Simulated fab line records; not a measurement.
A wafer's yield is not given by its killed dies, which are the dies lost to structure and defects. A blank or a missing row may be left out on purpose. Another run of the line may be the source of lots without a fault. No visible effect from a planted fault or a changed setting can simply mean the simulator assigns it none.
Which tool did it? / flow sky130 / Sampling: 12 lots, 36 wafers, 3 of 708 route steps

== WHAT EACH GAUGE READ, for each wafer ==
SKY_LOCAL_INTERCONNECT_RS_MEAS_01: the measuring method here is four-point-probe.
lot=L123; measured=day 30 08:21; on=filmMetro-03; LOCAL_INTERCONNECT_TIN_RS (ohm/sq)=14.28 14.19 14.50
lot=L126; measured=day 32 08:49; on=filmMetro-02; LOCAL_INTERCONNECT_TIN_RS (ohm/sq)=14.66 14.88 14.77
lot=L127; measured=day 32 10:45; on=filmMetro-02; LOCAL_INTERCONNECT_TIN_RS (ohm/sq)=14.47 14.33 14.36
lot=L128; measured=day 32 11:10; on=filmMetro-01; LOCAL_INTERCONNECT_TIN_RS (ohm/sq)=14.17 14.60 14.27
lot=L134; measured=day 32 23:19; on=filmMetro-03; LOCAL_INTERCONNECT_TIN_RS (ohm/sq)=14.40 14.37 14.70
lot=L137; measured=day 34 01:58; on=filmMetro-02; LOCAL_INTERCONNECT_TIN_RS (ohm/sq)=14.64 14.56 14.61
lot=L139; measured=day 34 21:54; on=filmMetro-01; LOCAL_INTERCONNECT_TIN_RS (ohm/sq)=14.73 14.50 14.31
lot=L140; measured=day 35 02:26; on=filmMetro-01; LOCAL_INTERCONNECT_TIN_RS (ohm/sq)=14.55 14.45 14.50
lot=L141; measured=day 35 18:59; on=filmMetro-02; LOCAL_INTERCONNECT_TIN_RS (ohm/sq)=14.30 14.22 14.23
lot=L142; measured=day 35 19:22; on=filmMetro-03; LOCAL_INTERCONNECT_TIN_RS (ohm/sq)=14.33 14.66 14.66
lot=L143; measured=day 36 07:03; on=filmMetro-02; LOCAL_INTERCONNECT_TIN_RS (ohm/sq)=14.65 14.68 14.75
lot=L144; measured=day 36 12:43; on=filmMetro-03; LOCAL_INTERCONNECT_TIN_RS (ohm/sq)=14.53 14.51 14.39

== WHAT TOOL EACH LOT RAN ON (gives the tool, then ch and the chambers of the sampled wafers, and finally the start) ==
lot=L123; SKY_LI_CONTACT_STRIP_16=plasmaAsher-02 ch 0,1, day 30 07:14; SKY_LI_CONTACT_CMP_24=cmp-02 ch 1,2,3, day 30 08:02
lot=L126; SKY_LI_CONTACT_STRIP_16=plasmaAsher-02 ch 1, day 32 07:41; SKY_LI_CONTACT_CMP_24=cmp-01 ch 0,2, day 32 08:28
lot=L127; SKY_LI_CONTACT_STRIP_16=plasmaAsher-04 ch 0,1, day 32 09:39; SKY_LI_CONTACT_CMP_24=cmp-01 ch 0,2,3, day 32 10:23
lot=L128; SKY_LI_CONTACT_STRIP_16=plasmaAsher-01 ch 0,1, day 32 10:03; SKY_LI_CONTACT_CMP_24=cmp-01 ch 0,1,3, day 32 10:48
lot=L134; SKY_LI_CONTACT_STRIP_16=plasmaAsher-02 ch 0,1, day 32 22:12; SKY_LI_CONTACT_CMP_24=cmp-02 ch 0,2,3, day 32 23:01
lot=L137; SKY_LI_CONTACT_STRIP_16=plasmaAsher-01 ch 0,1, day 34 00:51; SKY_LI_CONTACT_CMP_24=cmp-02 ch 0,1,3, day 34 01:38
lot=L139; SKY_LI_CONTACT_STRIP_16=plasmaAsher-04 ch 0,1, day 34 20:48; SKY_LI_CONTACT_CMP_24=cmp-01 ch 0,1,3, day 34 21:32
lot=L140; SKY_LI_CONTACT_STRIP_16=plasmaAsher-01 ch 0,1, day 35 01:20; SKY_LI_CONTACT_CMP_24=cmp-01 ch 0,1, day 35 02:05
lot=L141; SKY_LI_CONTACT_STRIP_16=plasmaAsher-01 ch 0,1, day 35 17:51; SKY_LI_CONTACT_CMP_24=cmp-01 ch 1,2,3, day 35 18:37
lot=L142; SKY_LI_CONTACT_STRIP_16=plasmaAsher-04 ch 0,1, day 35 18:14; SKY_LI_CONTACT_CMP_24=cmp-01 ch 2,3, day 35 18:59
lot=L143; SKY_LI_CONTACT_STRIP_16=plasmaAsher-04 ch 1, day 36 05:57; SKY_LI_CONTACT_CMP_24=cmp-01 ch 1,2,3, day 36 06:41
lot=L144; SKY_LI_CONTACT_STRIP_16=plasmaAsher-01 ch 1, day 36 11:37; SKY_LI_CONTACT_CMP_24=cmp-01 ch 0,2, day 36 12:24
- SKY_LI_CONTACT_STRIP_16: strips in O2/N2.
- SKY_LI_CONTACT_CMP_24: polishes, stops on PSG, t overpolish 20 s, target thk 0 nm.

== WHAT THE TOOLS THEMSELVES READ (means of the sampled wafers that have a number; where no wafer has one, the mark that the record gives instead) ==
SKY_LI_CONTACT_STRIP_16.
lot=L123; tool=plasmaAsher-02; drypumpMotorCurrentA (A)=5.73; oesProductAu (a.u.)=0.377; stripTimeToEndpointS (s)=3.50
lot=L126; tool=plasmaAsher-02; drypumpMotorCurrentA (A)=5.78; oesProductAu (a.u.)=0.373; stripTimeToEndpointS (s)=3.48
lot=L127; tool=plasmaAsher-04; drypumpMotorCurrentA (A)=5.78; oesProductAu (a.u.)=0.379; stripTimeToEndpointS (s)=3.45
lot=L128; tool=plasmaAsher-01; drypumpMotorCurrentA (A)=6.09; oesProductAu (a.u.)=0.376; stripTimeToEndpointS (s)=3.49
lot=L134; tool=plasmaAsher-02; drypumpMotorCurrentA (A)=5.73; oesProductAu (a.u.)=0.379; stripTimeToEndpointS (s)=3.48
lot=L137; tool=plasmaAsher-01; drypumpMotorCurrentA (A)=6.19; oesProductAu (a.u.)=0.376; stripTimeToEndpointS (s)=3.49
lot=L139; tool=plasmaAsher-04; drypumpMotorCurrentA (A)=5.78; oesProductAu (a.u.)=0.375; stripTimeToEndpointS (s)=3.50
lot=L140; tool=plasmaAsher-01; drypumpMotorCurrentA (A)=6.18; oesProductAu (a.u.)=0.379; stripTimeToEndpointS (s)=3.47
lot=L141; tool=plasmaAsher-01; drypumpMotorCurrentA (A)=6.05; oesProductAu (a.u.)=0.380; stripTimeToEndpointS (s)=3.49
lot=L142; tool=plasmaAsher-04; drypumpMotorCurrentA (A)=5.79; oesProductAu (a.u.)=0.370; stripTimeToEndpointS (s)=3.49
lot=L143; tool=plasmaAsher-04; drypumpMotorCurrentA (A)=6.17; oesProductAu (a.u.)=0.376; stripTimeToEndpointS (s)=3.51
lot=L144; tool=plasmaAsher-01; drypumpMotorCurrentA (A)=6.29; oesProductAu (a.u.)=0.376; stripTimeToEndpointS (s)=3.48

SKY_LI_CONTACT_CMP_24.
lot=L123; tool=cmp-02; edgeZonePressureFrac=1.000; headPressurePsi (psi)=3.507; motorCurrentA (A)=10.3; overpolishRunS (s)=19.996; platenRpm (rpm)=60.01; timeToEndpointS (s)=99
lot=L126; tool=cmp-01; edgeZonePressureFrac=1.003; headPressurePsi (psi)=3.502; motorCurrentA (A)=11.5; overpolishRunS (s)=19.996; platenRpm (rpm)=66.02; timeToEndpointS (s)=87
lot=L127; tool=cmp-01; edgeZonePressureFrac=1.002; headPressurePsi (psi)=3.505; motorCurrentA (A)=11.9; overpolishRunS (s)=19.996; platenRpm (rpm)=65.97; timeToEndpointS (s)=89
lot=L128; tool=cmp-01; edgeZonePressureFrac=1.003; headPressurePsi (psi)=3.503; motorCurrentA (A)=11.8; overpolishRunS (s)=20.007; platenRpm (rpm)=65.92; timeToEndpointS (s)=85
lot=L134; tool=cmp-02; edgeZonePressureFrac=1.004; headPressurePsi (psi)=3.496; motorCurrentA (A)=10.6; overpolishRunS (s)=20.003; platenRpm (rpm)=59.94; timeToEndpointS (s)=95
lot=L137; tool=cmp-02; edgeZonePressureFrac=1.003; headPressurePsi (psi)=3.503; motorCurrentA (A)=10.2; overpolishRunS (s)=19.997; platenRpm (rpm)=60.02; timeToEndpointS (s)=93
lot=L139; tool=cmp-01; edgeZonePressureFrac=0.997; headPressurePsi (psi)=3.490; motorCurrentA (A)=11.6; overpolishRunS (s)=19.996; platenRpm (rpm)=60.01; timeToEndpointS (s)=94
lot=L140; tool=cmp-01; edgeZonePressureFrac=1.001; headPressurePsi (psi)=3.491; motorCurrentA (A)=10.8; overpolishRunS (s)=20.012; platenRpm (rpm)=60.00; timeToEndpointS (s)=99
lot=L141; tool=cmp-01; edgeZonePressureFrac=1.000; headPressurePsi (psi)=3.496; motorCurrentA (A)=12.5; overpolishRunS (s)=20.002; platenRpm (rpm)=60.02; timeToEndpointS (s)=92
lot=L142; tool=cmp-01; edgeZonePressureFrac=1.000; headPressurePsi (psi)=3.508; motorCurrentA (A)=13.5; overpolishRunS (s)=19.999; platenRpm (rpm)=60.04; timeToEndpointS (s)=98
lot=L143; tool=cmp-01; edgeZonePressureFrac=1.004; headPressurePsi (psi)=3.503; motorCurrentA (A)=12.2; overpolishRunS (s)=19.993; platenRpm (rpm)=60.02; timeToEndpointS (s)=92
lot=L144; tool=cmp-01; edgeZonePressureFrac=0.993; headPressurePsi (psi)=3.502; motorCurrentA (A)=10.9; overpolishRunS (s)=20.000; platenRpm (rpm)=60.02; timeToEndpointS (s)=96

== THE ANSWER, worked out from the rows above alone ==
Rule: usual is defined by the lots themselves. The widest of any qualifying gaps counts: lots, ordered by their means at a reading, are off when they make up no more than a third of the lots, leave a main group of 4 or more, and stand apart from it by 3 or more times the standard deviation of that group's means. The tables above print the reading to a certain number of digits; a main group whose means all agree to those digits is not used. Also off: a lot with no number at a reading for which 4 or more lots have one. Any other lot the step has rows for is counted as sound. After the gauges, taken in route order, come the tools' own readings; for these a lot's mean is taken, as printed above. The first step at which some lot is off is used, and at that step the reading that is off furthest; a lot without a number counts as furthest.
Off at SKY_LI_CONTACT_CMP_24 (platenRpm): L126, L127, L128. For the main group the mean is 60.01 rpm and the standard deviation 0.026.
If a tool, at that step or one of the process steps before it, ran each lot that is off and ran no sound lot following the first of them, it fits. Of those tried, none fits.

== WHAT THE SIMULATOR HAD PUT IN ==
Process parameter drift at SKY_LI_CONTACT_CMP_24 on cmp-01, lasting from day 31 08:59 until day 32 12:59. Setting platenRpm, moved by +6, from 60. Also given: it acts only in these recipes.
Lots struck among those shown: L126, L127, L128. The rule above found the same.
